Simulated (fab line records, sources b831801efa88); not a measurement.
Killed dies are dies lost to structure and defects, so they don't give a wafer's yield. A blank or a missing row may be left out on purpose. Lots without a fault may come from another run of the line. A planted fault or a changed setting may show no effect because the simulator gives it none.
One fault seen from 2 desks | flow sky130 | each desk has only its own numbers; what lay behind them comes last

THE TOOL OWNER'S DESK: rie_diel-03
The tool's own readings at SKY_VIA2_ETCH_15 (etches SiO2 in C4F8/O2/Ar, stops on TiN, target depth 546 nm, time 84 s): means of the sampled wafers that have a number, for each lot that ran on this tool. A lot is out of limits, marked OUT, if its mean lies more than 4 standard deviations from the usual mean; the brackets give that distance.
Columns: A = bias_w at SKY_VIA2_ETCH_15, usual 1200 W; B = chamber_pressure_mTorr at SKY_VIA2_ETCH_15, usual 40.00 mTorr; C = oes_product_au at SKY_VIA2_ETCH_15, usual 0.939 a.u.
lot  | first seen here | A                      | B     | C
L448 | day 36 18:50    | 1199                   | 39.99 | 0.941
L449 | day 38 00:41    | 1639 (+99 or more) OUT | 39.96 | 0.938
L452 | day 38 17:24    | 1641 (+99 or more) OUT | 39.98 | 0.940
L453 | day 38 21:42    | 1636 (+99 or more) OUT | 40.01 | 0.939
This desk's finding: out of limits on L449, L452, L453; first on L449, day 38 00:41 (bias_w at SKY_VIA2_ETCH_15). In limits: L448.

THE METROLOGY DESK
What the gauges read, lot by lot, whatever tool the lot ran on: means of the sampled wafers that have a number. A lot is out of limits, marked OUT, if its mean lies more than 4 standard deviations from the usual mean; the brackets give that distance.
Columns: A = VIA2_BOW at SKY_VIA2_BOW_MEAS_03, usual 86 um; B = cd_nm at SKY_VIA2_CD_MEAS_12, usual 200.4 nm; C = VIA2_OVL at SKY_VIA2_OVL_MEAS_13, usual -3 nm
lot  | first seen here | A  | B     | C
L448 | day 35 16:43    | 91 | 199.8 | -1
L449 | day 36 23:24    | 93 | 200.2 | -5
L452 | day 37 16:38    | 88 | 200.8 | 3
L453 | day 37 20:20    | 86 | 201.2 | -2
L458 | day 39 03:04    | 83 | 200.1 | -0
L459 | day 39 17:04    | 85 | 201.0 | -4
L467 | day 41 16:19    | 78 | 200.9 | -7
This desk's finding: nothing out of limits on any of the 7 lots.

PUT TOGETHER
The tool owner's desk could have raised an alarm at day 38 00:41, on L449, L452, L453.
The metrology desk saw nothing out of limits.
The metrology desk has L449, L452, L453 on record, within its limits.
Of the lots named, all ran SKY_VIA2_ETCH_15 on rie_diel-03.

WHAT THE SIMULATOR HAD PUT IN
Process parameter drift: rie_diel-03, from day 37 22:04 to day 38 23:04, at SKY_VIA2_ETCH_15. Setting bias_w, moved by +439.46, from 1200. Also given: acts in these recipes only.
Lots struck among those shown: L449, L452, L453.
Hours from the fault's start to each desk's first reading out of limits: the tool owner's desk, 3.
